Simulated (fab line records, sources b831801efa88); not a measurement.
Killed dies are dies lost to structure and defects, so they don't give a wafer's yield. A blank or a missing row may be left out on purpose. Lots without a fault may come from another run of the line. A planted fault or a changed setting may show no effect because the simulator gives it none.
Which tool did it? | flow sky130 | 6 lots, 18 wafers sampled, at 3 steps of a route of 708

WHAT THE GAUGES READ, wafer by wafer
SKY_CAP2M_THK_MEAS_04: measures by xrf.
lot  | measured     | on            | CAP2M_TIN_THK (nm)
L418 | day 40 06:23 | film_metro-04 | 200.9 201.5 201.6
L422 | day 41 10:31 | film_metro-03 | 202.3 200.1 199.5
L425 | day 42 09:58 | film_metro-02 | 198.0 196.7 199.4
L428 | day 43 09:17 | film_metro-03 | 198.4 202.0 203.3
L430 | day 43 21:13 | film_metro-04 | 200.3 198.4 197.3
L435 | day 45 18:02 | film_metro-04 | 198.8 201.0 199.4

WHICH TOOL RAN EACH LOT (tool, then ch and the chambers of the sampled wafers, then the start)
lot  | SKY_VIA2_ETCH_15                   | SKY_VIA2_SPUTTER_20
L418 | rie_diel-01 ch 0,1,3, day 36 19:35 | pvd_sputter-02, day 36 20:15
L422 | rie_diel-01 ch 1,2,3, day 38 01:53 | pvd_sputter-02, day 38 02:32
L425 | rie_diel-04 ch 0,1,3, day 39 03:53 | pvd_sputter-03, day 39 04:33
L428 | rie_diel-04 ch 0,1,3, day 40 03:58 | pvd_sputter-04, day 40 04:37
L430 | rie_diel-04 ch 1,2,3, day 40 16:32 | pvd_sputter-02, day 40 17:12
L435 | rie_diel-01 ch 0,3, day 42 16:41   | pvd_sputter-03, day 42 17:21
- SKY_VIA2_ETCH_15: etches SiO2 in C4F8/O2/Ar, stops on TiN, target depth 546 nm, time 84 s.
- SKY_VIA2_SPUTTER_20: material TiN, target thk 20 nm, time 80 s.

THE ANSWER, worked out from the rows above alone
Rule: what is usual is taken from the lots themselves. Put in order of their means at a reading, lots are off if they are a third of the lots or fewer, leave a main group of 4 or more, and stand apart from it by a gap of 3 or more times the standard deviation of the main group's means; of several such gaps the widest counts. A main group whose means are all the same, to the digits that the tables above print for the reading, isn't used. A lot without any number at a reading at which 4 lots or more have one is off too. The other lots that the step has rows for count as sound.
No lot is off at any reading shown: from this, nothing can be told.

WHAT THE SIMULATOR HAD PUT IN
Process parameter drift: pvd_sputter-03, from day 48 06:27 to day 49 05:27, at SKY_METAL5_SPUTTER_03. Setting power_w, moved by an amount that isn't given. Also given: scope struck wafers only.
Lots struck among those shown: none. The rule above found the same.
